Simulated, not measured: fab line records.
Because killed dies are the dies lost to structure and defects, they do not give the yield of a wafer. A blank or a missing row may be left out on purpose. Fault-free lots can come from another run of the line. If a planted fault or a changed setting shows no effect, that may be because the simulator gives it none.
Which tool was responsible? :: flow sky130 :: 11 lots, 33 wafers sampled, at 3 steps of a route of 708

== WHAT THE GAUGES SHOWED, per wafer ==
SKY_CONTACT_CD_MEAS_14 targets a cd of 170 nm.
lot: L975
measured: day 31 21:14
on: cdSem-02
cdNm (nm): 172.5 171.6 172.6

lot: L981
measured: day 33 23:40
on: cdSem-02
cdNm (nm): 173.1 172.4 171.8

lot: L982
measured: day 34 04:08
on: cdSem-01
cdNm (nm): 169.2 169.4 170.3

lot: L983
measured: day 34 12:08
on: cdSem-02
cdNm (nm): 171.7 170.7 170.0

lot: L984
measured: day 34 21:38
on: cdSem-02
cdNm (nm): 168.8 168.7 168.8

lot: L985
measured: day 35 00:46
on: cdSem-02
cdNm (nm): 169.8 167.8 168.3

lot: L989
measured: day 36 02:31
on: cdSem-01
cdNm (nm): 171.3 171.9 171.2

lot: L990
measured: day 36 17:56
on: cdSem-02
cdNm (nm): 170.3 171.3 169.1

lot: L991
measured: day 37 01:00
on: cdSem-02
cdNm (nm): 168.9 171.1 169.3

lot: L997
measured: day 38 15:29
on: cdSem-01
cdNm (nm): 169.9 169.6 169.4

lot: L998
measured: day 38 22:54
on: cdSem-02
cdNm (nm): 170.8 171.2 171.7

== WHICH TOOL RAN EACH LOT (tool, then ch and the chambers of the sampled wafers, then the start) ==
lot: L975
SKY_LDD_N_IMPLANT_09: implanter-02 ch 0, day 17 20:44
SKY_LDD_N_STRIP_16: plasmaAsher-03 ch 0,1, day 17 21:47

lot: L981
SKY_LDD_N_IMPLANT_09: implanter-03 ch 0, day 20 09:40
SKY_LDD_N_STRIP_16: plasmaAsher-01 ch 0,1, day 20 10:43

lot: L982
SKY_LDD_N_IMPLANT_09: implanter-03 ch 0, day 20 14:35
SKY_LDD_N_STRIP_16: plasmaAsher-01 ch 0,1, day 20 15:37

lot: L983
SKY_LDD_N_IMPLANT_09: implanter-03 ch 0, day 20 22:23
SKY_LDD_N_STRIP_16: plasmaAsher-02 ch 0,1, day 20 23:26

lot: L984
SKY_LDD_N_IMPLANT_09: implanter-02 ch 0, day 21 09:46
SKY_LDD_N_STRIP_16: plasmaAsher-01 ch 0,1, day 21 10:47

lot: L985
SKY_LDD_N_IMPLANT_09: implanter-02 ch 0, day 21 16:16
SKY_LDD_N_STRIP_16: plasmaAsher-03 ch 0,1, day 21 17:19

lot: L989
SKY_LDD_N_IMPLANT_09: implanter-02 ch 0, day 22 19:26
SKY_LDD_N_STRIP_16: plasmaAsher-01 ch 0,1, day 22 20:26

lot: L990
SKY_LDD_N_IMPLANT_09: implanter-03 ch 0, day 23 11:38
SKY_LDD_N_STRIP_16: plasmaAsher-01 ch 0,1, day 23 12:41

lot: L991
SKY_LDD_N_IMPLANT_09: implanter-02 ch 0, day 23 19:31
SKY_LDD_N_STRIP_16: plasmaAsher-01 ch 0, day 23 20:34

lot: L997
SKY_LDD_N_IMPLANT_09: implanter-04 ch 0, day 25 22:22
SKY_LDD_N_STRIP_16: plasmaAsher-01 ch 0,1, day 25 23:23

lot: L998
SKY_LDD_N_IMPLANT_09: implanter-03 ch 0, day 26 04:49
SKY_LDD_N_STRIP_16: plasmaAsher-01 ch 0,1, day 26 05:50
- SKY_LDD_N_IMPLANT_09
- SKY_LDD_N_STRIP_16: strips in O2/N2.

== THE ANSWER, worked out from the rows above alone ==
Rule: usual is defined by the lots themselves. Put in order of their means at a reading, lots are off if they are a third of the lots or fewer, leave a main group of 4 or more, and stand apart from it by a gap of 3 or more times the standard deviation of the main group's means; of several such gaps the widest counts. A main group whose means are all the same, to the digits that the tables above print for the reading, isn't used. A lot without any number at a reading at which 4 lots or more have one is off too. Any other lot the step has rows for is counted as sound.
Across all readings shown, no lot is off: no conclusion can be drawn from this.

== WHAT HAD BEEN PUT IN BY THE SIMULATOR ==
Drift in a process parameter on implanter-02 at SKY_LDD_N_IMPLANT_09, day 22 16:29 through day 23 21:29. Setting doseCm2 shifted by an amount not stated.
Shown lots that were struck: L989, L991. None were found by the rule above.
